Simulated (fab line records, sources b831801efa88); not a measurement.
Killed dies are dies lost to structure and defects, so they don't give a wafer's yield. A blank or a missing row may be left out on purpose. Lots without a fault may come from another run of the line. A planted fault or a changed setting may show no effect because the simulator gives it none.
One fault seen from 2 desks | flow sky130 | each desk has only its own numbers; what lay behind them comes last

THE TOOL OWNER'S DESK: litho_track-01
The tool's own readings at SKY_NWELL_COAT_05 (resist thk 3000 nm): means of the sampled wafers that have a number, for each lot that ran on this tool. A lot is out of limits, marked OUT, if its mean lies more than 4 standard deviations from the usual mean; the brackets give that distance.
Columns: A = resist_line_temp_C at SKY_NWELL_COAT_05, usual 22.99 C
lot  | first seen here | A
L773 | day 4 12:25     | 22.88
L774 | day 4 14:41     | 23.10
L776 | day 5 02:31     | 22.97
L781 | day 6 07:10     | 23.09
L788 | day 8 00:40     | 22.77
L789 | day 8 10:02     | 23.01
This desk's finding: nothing out of limits on any of the 6 lots.

THE METROLOGY DESK
What the gauges read, lot by lot, whatever tool the lot ran on: means of the sampled wafers that have a number. A lot is out of limits, marked OUT, if its mean lies more than 4 standard deviations from the usual mean; the brackets give that distance.
Columns: A = PWDE_TW at SKY_PWDE_TW_MEAS_10, usual 375.6; B = NWELL_2_TW at SKY_NWELL_TW_MEAS_26, usual 498.1; C = PWDE_RS at SKY_NWELL_RS_MEAS_31, usual 5278 ohm/sq
lot  | first seen here | A     | B               | C
L773 | day 4 04:07     | 376.9 | 497.7           | 5279
L774 | day 4 06:54     | 374.8 | 502.9           | 5278
L775 | day 4 11:18     | 373.2 | 494.9           | 5288
L776 | day 4 17:46     | 375.5 | 498.4           | 5282
L778 | day 5 07:39     | 374.7 | 495.7           | 5272
L781 | day 5 22:32     | 376.7 | 497.9           | 5280
L786 | day 7 03:44     | 379.3 | 497.1           | 5279
L788 | day 7 14:43     | 377.8 | 616.7 (+41) OUT | 5274
L789 | day 8 00:24     | 373.7 | 736.1 (+82) OUT | 5297
L792 | day 8 12:17     | 373.9 | 500.1           | 5248
L794 | day 9 01:48     | 375.4 | 498.1           | 5253
This desk's finding: out of limits on L788, L789; first on L788, day 9 08:38 (NWELL_2_TW at SKY_NWELL_TW_MEAS_26). In limits: L773, L774, L775, L776, L778, L781, L786, L792, L794.

PUT TOGETHER
The metrology desk could have raised an alarm at day 9 08:38, on L788, L789.
The tool owner's desk saw nothing out of limits.
The tool owner's desk has L788, L789 on record, within its limits.
Of the lots named, all ran SKY_NWELL_COAT_05 on litho_track-01.

WHAT THE SIMULATOR HAD PUT IN
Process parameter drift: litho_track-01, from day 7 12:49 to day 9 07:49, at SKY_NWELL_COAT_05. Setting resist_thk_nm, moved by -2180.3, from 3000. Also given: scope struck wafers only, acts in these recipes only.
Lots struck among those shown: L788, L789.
Hours from the fault's start to each desk's first reading out of limits: the metrology desk, 44.
